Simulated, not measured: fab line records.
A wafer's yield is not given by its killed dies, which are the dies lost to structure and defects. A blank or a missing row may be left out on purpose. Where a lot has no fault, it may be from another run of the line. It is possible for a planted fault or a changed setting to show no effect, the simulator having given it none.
What tool caused it? ; flow gf180mcu ; 33 wafers from 11 lots sampled at 2 of the route's 602 steps

## WHAT THE GAUGES SHOWED, per wafer
GF_CONTACT_RS_MEAS_25: measures by four-point-probe.
lot;measured;on;CONTACT_W_RS (ohm/sq)
L300;day 16 10:01;filmMetro-01;0.380 0.379 0.381
L302;day 17 11:23;filmMetro-01;0.371 0.375 0.378
L304;day 18 01:21;filmMetro-03;0.374 0.374 0.381
L305;day 18 06:08;filmMetro-04;0.368 0.376 0.367
L309;day 19 21:51;filmMetro-04;0.380 0.391 0.384
L310;day 20 07:17;filmMetro-01;0.377 0.380 0.380
L313;day 21 06:55;filmMetro-04;0.376 0.383 0.377
L314;day 21 21:02;filmMetro-03;0.386 0.384 0.379
L316;day 22 12:22;filmMetro-04;0.373 0.371 0.385
L317;day 22 16:52;filmMetro-03;0.381 0.370 0.373
L322;day 24 06:19;filmMetro-01;0.378 0.384 0.379

## WHAT TOOL EACH LOT RAN ON (gives the tool, then ch and the chambers of the sampled wafers, and finally the start)
lot;GF_SALICIDE_SPUTTER_03
L300;pvdSputter-04, day 15 10:09
L302;pvdSputter-03, day 16 10:41
L304;pvdSputter-02, day 17 00:29
L305;pvdSputter-03, day 17 04:53
L309;pvdSputter-03, day 18 20:06
L310;pvdSputter-04, day 19 04:44
L313;pvdSputter-04, day 20 05:00
L314;pvdSputter-03, day 20 19:38
L316;pvdSputter-04, day 21 10:49
L317;pvdSputter-02, day 21 15:13
L322;pvdSputter-02, day 23 05:34
- GF_SALICIDE_SPUTTER_03: material TiN, target thk 20 nm, time 16.7 s.

## AS READ BY THE TOOLS THEMSELVES (means over the sampled wafers that have a number; for cases with no such wafer, the mark the record gives instead)
GF_SALICIDE_SPUTTER_03.
lot;tool;throttleValvePct (%)
L300;pvdSputter-04;30.2
L302;pvdSputter-03;30.6
L304;pvdSputter-02;31.6
L305;pvdSputter-03;30.6
L309;pvdSputter-03;31.1
L310;pvdSputter-04;29.8
L313;pvdSputter-04;29.9
L314;pvdSputter-03;30.1
L316;pvdSputter-04;29.9
L317;pvdSputter-02;31.9
L322;pvdSputter-02;31.6

## THE ANSWER, worked out from the rows above alone
Rule: the lots themselves supply what counts as usual. Put in order of their means at a reading, lots are off if they are a third of the lots or fewer, leave a main group of 4 or more, and stand apart from it by a gap of 3 or more times the standard deviation of the main group's means; of several such gaps the widest counts. A main group is skipped when, at the precision printed for the reading in the tables above, its means are all equal. A lot without any number at a reading at which 4 lots or more have one is off too. Where the step has rows for the other lots, those lots are counted as sound. First the gauges in route order, then the tools' own readings, where a lot's mean is used as printed above. At the first step where some lot is off, the reading lying furthest off is the one used; lots without a number count as furthest.
No lot is off at any reading shown: from this, nothing can be told.

## WHAT WAS PUT IN BY THE SIMULATOR
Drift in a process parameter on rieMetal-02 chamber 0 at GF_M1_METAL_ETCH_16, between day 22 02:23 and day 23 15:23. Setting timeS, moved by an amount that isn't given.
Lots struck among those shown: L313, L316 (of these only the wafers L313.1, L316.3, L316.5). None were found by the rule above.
